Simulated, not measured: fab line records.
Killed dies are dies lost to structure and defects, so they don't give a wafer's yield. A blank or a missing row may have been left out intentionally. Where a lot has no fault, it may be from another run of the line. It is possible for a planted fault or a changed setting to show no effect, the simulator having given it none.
Matching of chambers ; flow sfqLine ; 4 sister chambers for SFQ_TRILAYER_I6_CMP_CMP_166 on cmp-02
The step polishes SiO2. 8 wafers are shown with their chamber, then 7 later ones without.

== WAFERS, EACH WITH ITS CHAMBER ==
wafer;chamber;motorCurrentA (A);timeToEndpointS (s)
L592.2;2;9.2;208
L593.1;2;9.8;215
L593.3;1;9.7;211
L595.5;1;10.5;209
L596.5;0;9.0;201
L596.6;3;11.8;209
L608.1;0;9.7;210
L608.2;3;11.5;211

== WAFERS WITHOUT THEIR CHAMBER ==
wafer;motorCurrentA (A);timeToEndpointS (s)
L608.3;9.7;207
L610.2;9.9;211
L610.5;9.9;207
L610.6;9.8;217
L615.1;9.2;212
L615.2;12.2;221
L615.3;9.8;218

== WHICH CHAMBER EACH WENT THROUGH ==
wafer;from the rows above;in truth
L608.3;can't be placed: 0 or 1 or 2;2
L610.2;can't be placed: 1 or 2 or 0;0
L610.5;can't be placed: 1 or 0 or 2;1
L610.6;can't be placed: 2 or 1 or 0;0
L615.1;can't be placed: 2 or 0 or 1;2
L615.2;3;3
L615.3;can't be placed: 2 or 1 or 0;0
Correctly placed: 1 of 7. Cannot be placed on the basis of these rows: 6; the candidates contain the true chamber in 6. Wrongly placed: 0.
How it was worked out, from the rows above alone: a wafer's distance from a chamber is the root of the sum, over the readings, of the square of ((its reading less the chamber's mean) divided by the reading's scatter). The wafer belongs to the nearest chamber; if the next one is less than 2 further off, it can't be placed. A chamber's mean is the mean of its shown wafers. The scatter is the square root of a quotient: the sum, over the shown wafers, of each reading's squared deviation from its chamber's mean, divided by wafers minus chambers.
